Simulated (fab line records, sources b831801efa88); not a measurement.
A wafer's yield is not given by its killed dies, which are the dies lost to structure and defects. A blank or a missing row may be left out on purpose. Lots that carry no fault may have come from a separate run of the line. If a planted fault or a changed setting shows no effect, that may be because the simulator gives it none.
Chamber matching	flow sky130	4 sister chambers for SKY_VIA3_ETCH_15 on rie diel-01
The step etches SiO2 in C4F8/O2/Ar, stops on TiN, target depth 507 nm, time 78 s. 20 wafers are shown with their chamber, then 10 later ones without.

WAFERS WITH THEIR CHAMBER
wafer	chamber	oes product au (a.u.)
L077.2	2	0.941
L077.4	1	0.941
L077.5	1	0.947
L078.1	0	0.940
L078.3	3	0.942
L078.4	3	0.947
L082.3	0	0.938
L082.5	3	0.948
L082.6	2	0.941
L085.2	3	0.950
L085.3	1	0.950
L085.4	0	0.946
L087.1	2	0.943
L087.3	1	0.948
L087.6	2	0.943
L089.1	0	0.947
L089.2	3	0.944
L089.5	0	0.943
L091.1	0	0.948
L091.3	2	0.939

SIGNATURES (means of the wafers above)
reading	chamber 0	chamber 1	chamber 2	chamber 3	scatter within a chamber
oes product au	0.94367	0.94650	0.94140	0.94620	0.00334
Rule: for a wafer and a chamber, the distance is found by dividing, reading by reading, the gap between the wafer's reading and the chamber's mean by the reading's scatter, squaring, summing and taking the root. If the next closest chamber is less than 2 further off than the closest, the wafer can't be placed; otherwise it belongs to the closest. The scatter: take each reading less its chamber's mean, square it, sum over the shown wafers, divide by the number of wafers less the number of chambers, and take the root.

WAFERS WITHOUT THEIR CHAMBER
wafer	oes product au (a.u.)
L091.6	0.946
L092.1	0.940
L092.3	0.946
L092.5	0.937
L094.2	0.944
L094.5	0.936
L094.6	0.944
L095.2	0.952
L095.3	0.945
L095.4	0.950

WHICH CHAMBER EACH ONE RAN IN
wafer	from the rows above	in truth
L091.6	can't be placed: 3 or 1 or 0 or 2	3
L092.1	can't be placed: 2 or 0 or 3 or 1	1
L092.3	can't be placed: 3 or 1 or 0 or 2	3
L092.5	can't be placed: 2 or 0 or 3 or 1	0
L094.2	can't be placed: 0 or 3 or 1 or 2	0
L094.5	can't be placed: 2 or 0 or 3 or 1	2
L094.6	can't be placed: 0 or 3 or 1 or 2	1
L095.2	can't be placed: 1 or 3 or 0 or 2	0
L095.3	can't be placed: 3 or 0 or 1 or 2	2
L095.4	can't be placed: 1 or 3 or 0 or 2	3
Placed correctly: 0 of 10. Can't be placed from these rows: 10 (the true chamber is among the candidates in 10). Placed wrongly: 0.
